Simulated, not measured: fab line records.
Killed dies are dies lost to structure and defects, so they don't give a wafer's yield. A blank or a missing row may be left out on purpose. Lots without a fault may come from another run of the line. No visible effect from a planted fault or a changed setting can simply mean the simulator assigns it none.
fab line records	flow sky130
record: lots: 7	wafers: 21	last_day: 51
route steps=708 shown POLY_GATE@217 LDD_N@237
lots untouched by any fault: they come from a run of this same line in which no faults occurred
start_h: hours from the record's first day to the start of the lot's first wafer shown	wait_h: time in hours since the lot's previous step	" unchanged from the row above	L1.1+2: a row that stands for several wafers	- either no value or no given start	* or withheld: withheld	< > ~ a bound
route shown NAME@n: a module of which the file shows steps, and the number in the route of the first	usual: average and standard deviation across the fault-free wafers	same: alike in all rows	chamber/n: place in a boat	sites: readings site by site	_std_site: their standard deviation	_edge_site: the outer-site mean with the inner-site mean subtracted	radius_mm: for every site, how far away it sits from the centre of the wafer	mask NAME#n: copy n	behind: the last tool/chamber to shape the wafer	hold: cause of the lot's hold/its duration in hours/its outcome	device: names the non-switching transistor (n, p or np)	end of line: the same wafers' tests at the end of the route	where a step has no rows: the recipe by itself	killed: the dies lost at the first sort to structure and to defects; this is not the yield of the wafer	map: per-die view of a wafer (x killed, . not killed, _ where there is no die)
set.NAME: the setting that was run; set.NAME@STEP: the one run at that earlier step	model.NAME: the simulator's own value behind a step, which no gauge read
lots seen at some steps along the route; tables by step, rows by wafer
services: when a tool's chamber went out of use (start_h, in hours from the record's first day, below 0 if earlier), for how many hours, and the reason
== steps ==
step: SKY_POLY_GATE_CVD_03
recipe: material: Si3N4	precursor: DCS/NH3	target_thk_nm: 75	temp_c: 770	time_s: 1290	pressure_mtorr: 250
step: SKY_POLY_GATE_THK_MEAS_04
recipe: reads: Si3N4_of_POLY_GATE_CVD_03
usual: POLY_GATE_CVD_03_THK: 74.7/0.61
lot.wafer	tool	chamber	start_h	wait_h	POLY_GATE_CVD_03_THK[nm]
L102.1	film_metro-01	-	435.33	0.0	74.0
L102.4	"	-	"	"	74.0
L102.5	"	-	"	"	73.8
L103.3	film_metro-02	-	442.96	0.0	74.6
L103.5	"	-	"	"	74.6
L103.6	"	-	"	"	74.4
L104.3	film_metro-02	-	446.90	0.0	75.8
L104.4	"	-	"	"	75.8
L104.6	"	-	"	"	75.5
L107.2	film_metro-01	-	469.58	0.0	75.3
L107.4	"	-	"	"	75.8
L107.5	"	-	"	"	75.5
L108.1	film_metro-01	-	481.95	0.0	74.9
L108.5	"	-	"	"	74.6
L108.6	"	-	"	"	74.4
L114.3	film_metro-02	-	533.32	0.0	75.2
L114.4	"	-	"	"	75.0
L114.6	"	-	"	"	74.2
L116.1	film_metro-03	-	552.02	0.0	74.5
L116.4	"	-	"	"	74.6
L116.6	"	-	"	"	75.3
step: SKY_POLY_GATE_DEHYDRATE_05
recipe: temp_c: 200	time_s: 60
step: SKY_POLY_GATE_HMDS_06
recipe: prime_time_s: 60	prime_temp_c: 120
step: SKY_POLY_GATE_COAT_07
recipe: resist: BARC	temp_c: withheld	time_s: withheld	spin_rpm: 3000	resist_thk_nm: 110
step: SKY_POLY_GATE_COAT_08
recipe: resist: KrF-thick	spin_rpm: 3000	resist_thk_nm: 450
step: SKY_POLY_GATE_SOFTBAKE_09
recipe: temp_c: 100	time_s: 90	resist: KrF-thick
step: SKY_POLY_GATE_EXPOSE_10
recipe: mask_id: P1M	na: 0.68	source_shape: conventional	sigma_outer: 0.6	target_cd_nm: 150	dose_mj: 28
step: SKY_POLY_GATE_PEB_11
recipe: peb_temp_c: withheld	peb_time_s: withheld	resist: KrF-thick
step: SKY_POLY_GATE_DEVELOP_12
recipe: develop_time_s: 60	resist: KrF-thick	dev_temp_c: 21
step: SKY_POLY_GATE_CD_MEAS_13
recipe: target_cd_nm: 150
usual: cd_nm: 150.3/1.5
lot.wafer	tool	chamber	start_h	wait_h	cd_nm
L102.1	cd_sem-01	-	466.63	-	151.7
L102.4	"	-	"	"	150.0
L102.5	"	-	"	"	150.6
L103.3	cd_sem-02	-	473.31	-	148.3
L103.5	"	-	"	"	149.5
L103.6	"	-	"	"	149.3
L104.3	cd_sem-01	-	477.45	-	151.4
L104.4	"	-	"	"	152.0
L104.6	"	-	"	"	151.8
L107.2	cd_sem-02	-	500.68	-	149.9
L107.4	"	-	"	"	151.0
L107.5	"	-	"	"	149.6
L108.1	cd_sem-02	-	512.99	-	150.1
L108.5	"	-	"	"	150.8
L108.6	"	-	"	"	150.8
L114.3	cd_sem-01	-	563.21	-	152.6
L114.4	"	-	"	"	151.3
L114.6	"	-	"	"	154.5
L116.1	cd_sem-01	-	581.31	-	149.5
L116.4	"	-	"	"	149.6
L116.6	"	-	"	"	148.4
step: SKY_POLY_GATE_OVL_MEAS_14
usual: POLY_GATE_OVL: -2/4.7
lot.wafer	tool	chamber	start_h	wait_h	POLY_GATE_OVL[nm]
L102.1	overlay-02	-	466.75	0.1	0
L102.4	"	-	"	"	-1
L102.5	"	-	"	"	-2
L103.3	overlay-02	-	473.40	0.1	2
L103.5	"	-	"	"	7
L103.6	"	-	"	"	-1
L104.3	overlay-02	-	477.54	0.1	8
L104.4	"	-	"	"	1
L104.6	"	-	"	"	6
L107.2	overlay-02	-	500.78	0.1	2
L107.4	"	-	"	"	-3
L107.5	"	-	"	"	2
L108.1	overlay-02	-	513.11	0.1	-9
L108.5	"	-	"	"	-9
L108.6	"	-	"	"	-6
L114.3	overlay-01	-	563.30	0.1	-6
L114.4	"	-	"	"	1
L114.6	"	-	"	"	0
L116.1	overlay-01	-	581.43	0.1	1
L116.4	"	-	"	"	0
L116.6	"	-	"	"	8
step: SKY_POLY_GATE_ETCH_15
recipe: chemistry: N2/H2	target: BARC	ion_energy_ev: 200	source_w: 500	bias_w: 100	pressure_mtorr: 30	n2_flow_sccm: 100	h2_flow_sccm: 200	stop_on: SiO2	time_s: 118.5	target_depth_a: 1100
usual: bias_w: 100.0/0.31	chamber_pressure_mTorr: 30.002/0.027	drypump_motor_current_A: 5.8/0.57	n2_flow_sccm: 100.00/0.28	oes_product_au: 0.717/0.0048	throttle_valve_pct: 13.213/0.0093
lot.wafer	tool	chamber	start_h	wait_h	bias_w	chamber_pressure_mTorr	drypump_motor_current_A	n2_flow_sccm	oes_product_au	rf_hours_counter_h	throttle_valve_pct	model.KrF-thick_of_POLY_GATE_COAT_08.thk_nm
L102.1	rie_diel-01	3	466.79	0.0	-	-	-	-	-	-	-	438.5
L102.4	"	2	"	"	-	-	-	-	-	-	-	437.5
L102.5	"	2	"	"	-	-	-	-	-	-	-	437.4
L103.3	rie_diel-01	0	473.42	0.0	-	-	-	-	-	-	-	435.9
L103.5	"	0	"	"	-	-	-	-	-	-	-	435.9
L103.6	"	3	"	"	-	-	-	-	-	-	-	435.1
L104.3	rie_diel-03	3	477.56	0.0	-	-	-	-	-	-	-	437.5
L104.4	"	2	"	"	-	-	-	-	-	-	-	438.1
L104.6	"	1	"	"	-	-	-	-	-	-	-	439.5
L107.2	rie_diel-01	1	500.81	0.0	99.9	29.995	5.7	99.65	0.716	3	13.221	343.9
L107.4	"	3	"	"	100.2	30.015	5.4	100.04	0.727	4	13.207	344.7
L107.5	"	0	"	"	100.2	29.996	6.4	100.04	0.726	-	13.224	345.9
L108.1	rie_diel-01	1	513.14	0.0	100.0	30.037	5.7	100.28	0.707	3	13.209	344.3
L108.5	"	2	"	"	100.2	30.026	5.7	99.99	0.718	-	13.217	344.5
L108.6	"	1	"	"	100.0	29.988	5.7	100.11	0.717	-	13.224	345.5
L114.3	rie_diel-03	1	563.32	0.0	100.0	29.948	6.6	100.20	0.730	2	13.221	345.1
L114.4	"	3	"	"	100.0	29.980	5.2	100.24	0.716	5	13.210	343.1
L114.6	"	0	"	"	99.9	30.018	5.3	99.45	0.715	-	13.210	345
L116.1	rie_diel-03	3	581.46	0.0	100.0	30.013	5.1	99.98	0.719	5	13.208	343.9
L116.4	"	1	"	"	99.9	30.001	6.5	100.34	0.715	3	13.221	344.8
L116.6	"	0	"	"	100.6	30.031	5.3	100.04	0.720	-	13.193	343.3
step: SKY_POLY_GATE_ETCH_16
recipe: stop_on: poly-Si	chemistry: CH3F/O2	target: Si3N4	source_w: 400	bias_w: 80	pressure_mtorr: 25	ch3f_flow_sccm: 40	O2_flow_sccm: 30	time_s: 147.5	target_depth_a: 750
usual: O2_flow_sccm: 30.00/0.099	bias_w: 80.00/0.24	ch3f_flow_sccm: 39.99/0.11	drypump_motor_current_A: 5.8/0.56	oes_product_au: 0.639/0.0053	throttle_valve_pct: 10.535/0.0093
lot.wafer	tool	chamber	start_h	wait_h	O2_flow_sccm	bias_w	ch3f_flow_sccm	drypump_motor_current_A	oes_product_au	rf_hours_counter_h	throttle_valve_pct
L102.1	rie_diel-01	3	466.87	0.0	30.05	80.27	39.88	5.4	0.373	3	10.493
L102.4	"	2	"	"	30.19	79.79	39.89	5.7	0.379	83	10.520
L102.5	"	2	"	"	29.97	80.16	40.12	5.7	0.371	-	10.503
L103.3	rie_diel-01	0	473.50	0.0	29.94	79.77	39.81	6.4	0.376	6	10.502
L103.5	"	0	"	"	29.98	80.08	39.83	6.4	0.378	-	10.496
L103.6	"	3	"	"	29.93	80.09	40.06	5.4	0.377	-	10.515
L104.3	rie_diel-03	3	477.65	0.0	30.10	79.72	40.02	5.2	0.377	3	10.512
L104.4	"	2	"	"	30.04	79.97	40.16	6.7	0.370	14	10.520
L104.6	"	1	"	"	29.89	79.82	40.10	6.5	0.369	-	10.505
L107.2	rie_diel-01	1	500.90	0.0	29.91	80.24	40.03	5.7	0.643	3	10.526
L107.4	"	3	"	"	29.89	79.71	40.14	5.3	0.642	4	10.530
L107.5	"	0	"	"	29.99	79.83	39.82	6.4	0.639	-	10.527
L108.1	rie_diel-01	1	513.22	0.0	30.12	79.72	40.14	5.7	0.640	3	10.532
L108.5	"	2	"	"	29.91	80.44	39.92	5.7	0.644	-	10.536
L108.6	"	1	"	"	30.11	79.67	39.88	5.7	0.643	-	10.550
L114.3	rie_diel-03	1	563.40	0.0	29.93	80.26	40.07	6.6	0.636	2	10.546
L114.4	"	3	"	"	29.99	79.92	39.87	5.2	0.637	5	10.532
L114.6	"	0	"	"	30.10	80.22	40.27	5.2	0.641	-	10.520
L116.1	rie_diel-03	3	581.54	0.0	30.07	79.55	40.06	5.2	0.638	6	10.528
L116.4	"	1	"	"	30.23	79.88	40.06	6.5	0.639	3	10.537
L116.6	"	0	"	"	30.04	80.01	39.94	5.2	0.636	-	10.527
step: SKY_POLY_GATE_ETCH_17
recipe: target_depth_nm: 180	stop_on: SiO2	over_etch_frac: 0.56667	chemistry: HBr/Cl2	target: poly-Si	icp_w: 400	bias_w: 100	pressure_mtorr: 10	HBr_flow_sccm: 150	Cl2_flow_sccm: 50	time_s: 70.5
usual: HBr_flow_sccm: 150.0/0.43	bias_w: 100.0/0.31	drypump_motor_current_A: 5.8/0.37	he_backside_leak_sccm: 2.68/0.16	oes_product_au: 0.984/0.0072	throttle_valve_pct: 33.684/0.0085
lot.wafer	tool	chamber	start_h	wait_h	HBr_flow_sccm	bias_w	drypump_motor_current_A	he_backside_leak_sccm	oes_product_au	rf_hours_counter_h	throttle_valve_pct	model.KrF-thick_of_POLY_GATE_COAT_08.thk_nm
L102.1	rie_si-01	3	466.97	0.0	150.9	100.0	6.1	2.54	0.276	3	33.690	232.5
L102.4	"	3	"	"	149.9	100.2	6.1	2.54	0.268	-	33.690	233.4
L102.5	"	0	"	"	150.3	100.3	6.1	2.48	0.273	-	33.678	234.5
L103.3	rie_si-01	1	473.60	0.0	149.5	100.1	5.9	2.72	0.282	2	33.673	231.1
L103.5	"	1	"	"	149.7	100.3	5.9	2.73	0.269	-	33.682	230.8
L103.6	"	0	"	"	150.5	100.1	6.1	2.46	0.261	-	33.676	230
L104.3	rie_si-02	3	477.74	0.0	149.4	99.5	5.0	2.93	0.274	3	33.695	234.4
L104.4	"	1	"	"	150.0	99.6	6.4	2.37	0.274	2	33.682	236.1
L104.6	"	0	"	"	149.9	99.6	6.0	2.85	0.265	-	33.693	237.9
L107.2	rie_si-01	3	500.99	0.0	149.8	100.4	6.1	2.55	0.988	3	33.680	137.1
L107.4	"	2	"	"	150.5	100.0	5.6	2.66	0.993	0	33.676	138.3
L107.5	"	2	"	"	149.9	100.1	5.6	2.62	0.992	-	33.687	140.5
L108.1	rie_si-02	1	513.32	0.0	149.4	100.4	6.3	2.49	0.974	2	33.688	139.5
L108.5	"	3	"	"	150.2	99.5	5.1	2.79	0.988	-	33.694	142.9
L108.6	"	0	"	"	150.5	99.7	6.0	2.91	0.971	-	33.691	141.5
L114.3	rie_si-01	3	563.50	0.0	150.4	99.5	6.1	2.64	0.997	3	33.696	141.4
L114.4	"	2	"	"	149.8	99.6	5.6	2.80	0.991	-	33.668	136.2
L114.6	"	3	"	"	150.7	99.4	6.1	2.67	0.993	-	33.681	140.7
L116.1	rie_si-01	1	581.64	0.0	149.5	99.6	5.9	2.70	0.998	2	33.684	137.4
L116.4	"	2	"	"	150.5	99.9	5.6	2.66	0.997	0	33.687	140.4
L116.6	"	3	"	"	150.1	100.4	6.1	2.75	0.988	-	33.683	138.1
step: SKY_POLY_GATE_STRIP_18
recipe: chemistry: O2/N2	power_w: 1400	pressure_mtorr: 1500	platen_temp_c: withheld	o2_flow_sccm: 3000	n2_flow_sccm: 300	overash_fraction: 0.5
usual: drypump_motor_current_A: 5.7/0.39	n2_flow_sccm: 299.9/0.84	oes_product_au: 0.361/0.0047	strip_time_to_endpoint_s: 3.177/0.029
lot.wafer	tool	chamber	start_h	wait_h	drypump_motor_current_A	n2_flow_sccm	oes_product_au	rf_hours_counter_h	strip_time_to_endpoint_s
L102.1	plasma_asher-03	1	467.02	0.0	5.9	301.4	0.408	68	4.183
L102.4	"	0	"	"	5.5	299.9	0.410	-	4.172
L102.5	"	1	"	"	6.0	300.8	0.402	-	4.208
L103.3	plasma_asher-01	0	473.69	0.1	5.5	300.8	0.398	-	4.128
L103.5	"	0	"	"	5.5	300.4	0.400	-	4.147
L103.6	"	1	"	"	6.1	299.8	0.405	-	4.150
L104.3	plasma_asher-02	1	477.83	0.1	4.9	299.4	0.402	-	4.168
L104.4	"	0	"	"	6.0	300.3	0.410	-	4.205
L104.6	"	1	"	"	4.9	300.8	0.403	-	4.209
L107.2	plasma_asher-01	1	501.05	0.0	6.1	299.7	0.360	7	3.137
L107.4	"	1	"	"	6.1	299.5	0.357	-	3.149
L107.5	"	0	"	"	5.5	299.6	0.358	-	3.183
L108.1	plasma_asher-02	0	513.38	0.0	5.9	300.8	0.357	38	3.161
L108.5	"	1	"	"	4.9	299.2	0.363	-	3.193
L108.6	"	0	"	"	6.0	299.9	0.364	-	3.185
L114.3	plasma_asher-01	1	563.59	0.1	6.2	300.0	0.366	-	3.173
L114.4	"	0	"	"	5.5	298.8	0.358	-	3.127
L114.6	"	0	"	"	5.5	298.7	0.366	-	3.170
L116.1	plasma_asher-02	1	581.70	0.0	4.9	301.8	0.355	45	3.134
L116.4	"	1	"	"	4.9	301.6	0.367	-	3.178
L116.6	"	1	"	"	4.9	300.5	0.364	-	3.135
step: SKY_POLY_GATE_CLEAN_19
recipe: chemistry: SC1/SC2	mix: 1:4:20	temp_c: 70	time_s: 150	dry: n2_spin
step: SKY_POLY_GATE_OXIDATION_20
recipe: temp_c: 850	ambient: O2	stabilise_s: 600	purge_s: 300	target_thk_a: 40	ox_time_s: 899
step: SKY_POLY_GATE_THK_MEAS_21
recipe: reads: SiO2_of_POLY_GATE_OXIDATION_20
usual: POLY_GATE_OXIDATION_THK: 4.00/0.077
lot.wafer	tool	chamber	start_h	wait_h	POLY_GATE_OXIDATION_THK[nm]
L102.1	film_metro-02	-	468.70	0.0	4.03
L102.4	"	-	"	"	4.05
L102.5	"	-	"	"	4.02
L103.3	film_metro-01	-	475.90	0.0	3.96
L103.5	"	-	"	"	3.93
L103.6	"	-	"	"	4.01
L104.3	film_metro-03	-	479.22	0.0	4.00
L104.4	"	-	"	"	3.96
L104.6	"	-	"	"	3.96
L107.2	film_metro-03	-	502.46	0.0	3.99
L107.4	"	-	"	"	4.02
L107.5	"	-	"	"	4.03
L108.1	film_metro-03	-	514.78	0.0	4.00
L108.5	"	-	"	"	4.02
L108.6	"	-	"	"	4.00
L114.3	film_metro-02	-	564.98	0.0	4.03
L114.4	"	-	"	"	4.06
L114.6	"	-	"	"	3.98
L116.1	film_metro-01	-	583.10	0.0	4.07
L116.4	"	-	"	"	4.11
L116.6	"	-	"	"	4.12
step: SKY_POLY_GATE_CD_MEAS_22
usual: cd_nm: 150.9/1.9
lot.wafer	tool	chamber	start_h	wait_h	cd_nm
L102.1	cd_sem-01	-	468.76	0.1	-
L102.4	"	-	"	"	-
L102.5	"	-	"	"	-
L103.3	cd_sem-01	-	475.99	0.1	-
L103.5	"	-	"	"	-
L103.6	"	-	"	"	-
L104.3	cd_sem-01	-	479.32	0.1	-
L104.4	"	-	"	"	-
L104.6	"	-	"	"	-
L107.2	cd_sem-02	-	502.54	0.1	148.8
L107.4	"	-	"	"	153.5
L107.5	"	-	"	"	151.7
L108.1	cd_sem-02	-	514.84	0.1	151.0
L108.5	"	-	"	"	150.7
L108.6	"	-	"	"	149.9
L114.3	cd_sem-01	-	565.08	0.1	153.2
L114.4	"	-	"	"	152.7
L114.6	"	-	"	"	156.0
L116.1	cd_sem-02	-	583.19	0.1	150.6
L116.4	"	-	"	"	148.7
L116.6	"	-	"	"	151.3
step: SKY_LDD_N_DEHYDRATE_00
recipe: temp_c: 200	time_s: 60
== services ==
tool	chamber	start_h	hours	kind
rie_diel-01	-	453.17	0.2	repair
rie_diel-03	3	458.60	1.3	repair
rie_si-01	2	462.16	-	clean
rie_si-01	2	462.16	26.3	scheduled_down
rie_si-01	2	462.16	26.3	vent_cycle
rie_diel-03	-	469.85	0.1	repair
plasma_asher-01	-	502.42	0.4	repair
plasma_asher-01	-	502.81	2.8	pm
rie_diel-03	1	504.86	14.1	repair
rie_diel-03	2	509.66	6.0	repair
rie_diel-01	-	515.26	0.2	repair
plasma_asher-03	-	524.78	6.5	repair
rie_diel-01	2	545.31	-	clean
rie_diel-01	2	545.31	26.1	scheduled_down
rie_diel-01	2	545.31	26.1	vent_cycle
plasma_asher-02	-	557.36	2.8	pm
rie_si-01	0	561.28	6.2	repair
== key ==
first_sign: step: SKY_POLY_GATE_ETCH_15	reading: tool_record	direction: missing
effect: step: SKY_POLY_GATE_ETCH_16	reading: oes_product_au	direction: down	sigmas: 50	usual: 0.639	struck: 0.374
effect: step: SKY_POLY_GATE_ETCH_17	reading: oes_product_au	direction: down	sigmas: 99+	usual: 0.984	struck: 0.271
effect: step: SKY_POLY_GATE_STRIP_18	reading: strip_time_to_endpoint_s	direction: up	sigmas: 34	usual: *	struck: *
effect: step: SKY_POLY_GATE_CD_MEAS_22	reading: cd_nm	direction: missing
model_effect: step: SKY_POLY_GATE_ETCH_15	value: KrF-thick_of_POLY_GATE_COAT_08.thk_nm	without: 346	struck: 437.3
model_effect: step: SKY_POLY_GATE_ETCH_17	value: KrF-thick_of_POLY_GATE_COAT_08.thk_nm	without: 142.1	struck: 233.4
met_at SKY_POLY_GATE_ETCH_15
struck_wafers L102.1,L102.4,L102.5,L103.3,L103.5,L103.6,L104.3,L104.4,L104.6
later_rows_left_out L102.1,L102.4,L102.5,L103.3,L103.5,L103.6,L104.3,L104.4,L104.6
sort_left_out L102.1,L102.4,L102.5,L103.3,L103.5,L103.6,L104.3,L104.4,L104.6
tester_left_out L102,L103,L104
fault: kind: skipped_step_whole	tool: rie_diel-01,rie_diel-03	chamber: -	onset_h: 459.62	steps: SKY_POLY_GATE_ETCH_15	scope: struck_lots_only
tester_left_out: of these lots the tester's yield and bins aren't shown, on N5 and GAA mostly nor the transistor test; their killed dies are dies lost to structure and defects alone, not to doping, threshold or leakage, so they don't give the yield
sort_left_out: the simulated sort isn't trusted on such a fault, so these wafers' sort isn't shown, and their yield isn't known
later_rows_left_out: the simulator's readings of these wafers behind a module that went badly wrong aren't trusted and aren't shown, but for the sort
